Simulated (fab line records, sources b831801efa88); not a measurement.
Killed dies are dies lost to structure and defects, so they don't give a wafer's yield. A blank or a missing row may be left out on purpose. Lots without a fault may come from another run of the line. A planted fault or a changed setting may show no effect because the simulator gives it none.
Chamber matching | flow gf180mcu | GF_HV_LDD_ETCHBACK_58 on rie_diel-04: 4 sister chambers
The step etches Si3N4 in CH3F/O2, stops on SiO2, time 100 s, target depth 90 nm. 4 wafers are shown with their chamber, then 8 later ones without.

WAFERS WITH THEIR CHAMBER
wafer  | chamber | drypump_motor_current_A (A)
L085.3 | 2       | 6.4
L085.5 | 0       | 6.0
L088.2 | 3       | 6.6
L093.2 | 1       | 5.9

WAFERS WITHOUT THEIR CHAMBER
wafer  | drypump_motor_current_A (A)
L093.5 | 6.5
L093.6 | 5.9
L096.1 | 6.0
L096.3 | 6.6
L096.5 | 6.5
L097.2 | 5.9
L097.4 | 6.5
L097.5 | 5.9

WHICH CHAMBER EACH WENT THROUGH
wafer  | from the rows above     | in truth
L093.5 | can't be placed: 2 or 3 | 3
L093.6 | can't be placed: 1 or 0 | 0
L096.1 | can't be placed: 0 or 1 | 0
L096.3 | 3                       | 3
L096.5 | can't be placed: 2 or 3 | 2
L097.2 | can't be placed: 1 or 0 | 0
L097.4 | can't be placed: 2 or 3 | 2
L097.5 | can't be placed: 1 or 0 | 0
Placed correctly: 1 of 8. Can't be placed from these rows: 7 (the true chamber is among the candidates in 7). Placed wrongly: 0.
How it was worked out, from the rows above alone: a wafer's distance from a chamber is the root of the sum, over the readings, of the square of ((its reading less the chamber's mean) divided by the reading's scatter). The wafer belongs to the nearest chamber; if the next one is less than 2 further off, it can't be placed. A chamber's mean is the mean of its shown wafers. The scatter: with one shown wafer a chamber, the root of the mean of the squares of how far each hidden wafer lies from its nearest shown one.
